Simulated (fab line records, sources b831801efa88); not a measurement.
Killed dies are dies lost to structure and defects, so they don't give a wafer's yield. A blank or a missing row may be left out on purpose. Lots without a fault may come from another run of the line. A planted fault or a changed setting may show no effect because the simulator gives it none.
One fault seen from 2 desks | flow sky130 | each desk has only its own numbers; what lay behind them comes last

THE METROLOGY DESK
What the gauges read, lot by lot, whatever tool the lot ran on: means of the sampled wafers that have a number. A lot is out of limits, marked OUT, if its mean lies more than 4 standard deviations from the usual mean; the brackets give that distance.
Columns: A = VIA3_OVL at SKY_VIA3_OVL_MEAS_13, usual 5 nm
lot  | first seen here | A
L158 | day 39 15:25    | 2
L159 | day 40 07:10    | 0
L160 | day 40 12:07    | 5
L161 | day 40 16:19    | 12
L165 | day 41 14:58    | 4
L170 | day 42 23:22    | 8
L176 | day 44 16:42    | 2
L177 | day 44 19:28    | 11
L179 | day 45 14:16    | 4
L180 | day 45 16:19    | 5
L181 | day 46 00:45    | 5
This desk's finding: nothing out of limits on any of the 11 lots.

THE TOOL OWNER'S DESK: rie_metal-01
The tool's own readings at SKY_METAL4_METAL_ETCH_18 (etches the open film in Cl2/BCl3, stops on SiO2, target depth 845 nm, time 183.1 s): means of the sampled wafers that have a number, for each lot that ran on this tool. A lot is out of limits, marked OUT, if its mean lies more than 4 standard deviations from the usual mean; the brackets give that distance.
Columns: A = bias_w at SKY_METAL4_METAL_ETCH_18, usual 48.51 W; B = drypump_motor_current_A at SKY_METAL4_METAL_ETCH_18, usual 5.5 A; C = oes_product_au at SKY_METAL4_METAL_ETCH_18, usual 0.865 a.u.; D = run_length_s at SKY_METAL4_METAL_ETCH_18, usual 211.5 s; E = throttle_valve_pct at SKY_METAL4_METAL_ETCH_18, usual 22.264 %
lot  | first seen here | A     | B   | C     | D               | E
L158 | day 41 18:00    | 48.45 | 5.5 | 0.863 | 211.4           | 22.268
L160 | day 42 13:43    | 48.67 | 5.5 | 0.869 | 211.4           | 22.264
L165 | day 43 16:17    | 48.64 | 5.6 | 0.855 | 214.9 (+10) OUT | 22.270
L170 | day 44 23:47    | 48.51 | 5.5 | 0.859 | 215.0 (+11) OUT | 22.264
This desk's finding: out of limits on L165, L170; first on L165, day 43 16:17 (run_length_s at SKY_METAL4_METAL_ETCH_18). In limits: L158, L160.

PUT TOGETHER
The tool owner's desk could have raised an alarm at day 43 16:17, on L165, L170.
The metrology desk saw nothing out of limits.
The metrology desk has L165, L170 on record, within its limits.
Of the lots named, all ran SKY_METAL4_METAL_ETCH_18 on rie_metal-01.

WHAT THE SIMULATOR HAD PUT IN
Process parameter drift: rie_metal-01, from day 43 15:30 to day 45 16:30, at SKY_METAL4_METAL_ETCH_18. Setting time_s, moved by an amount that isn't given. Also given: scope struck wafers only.
Lots struck among those shown: L165, L170.
Hours from the fault's start to each desk's first reading out of limits: the tool owner's desk, 1.
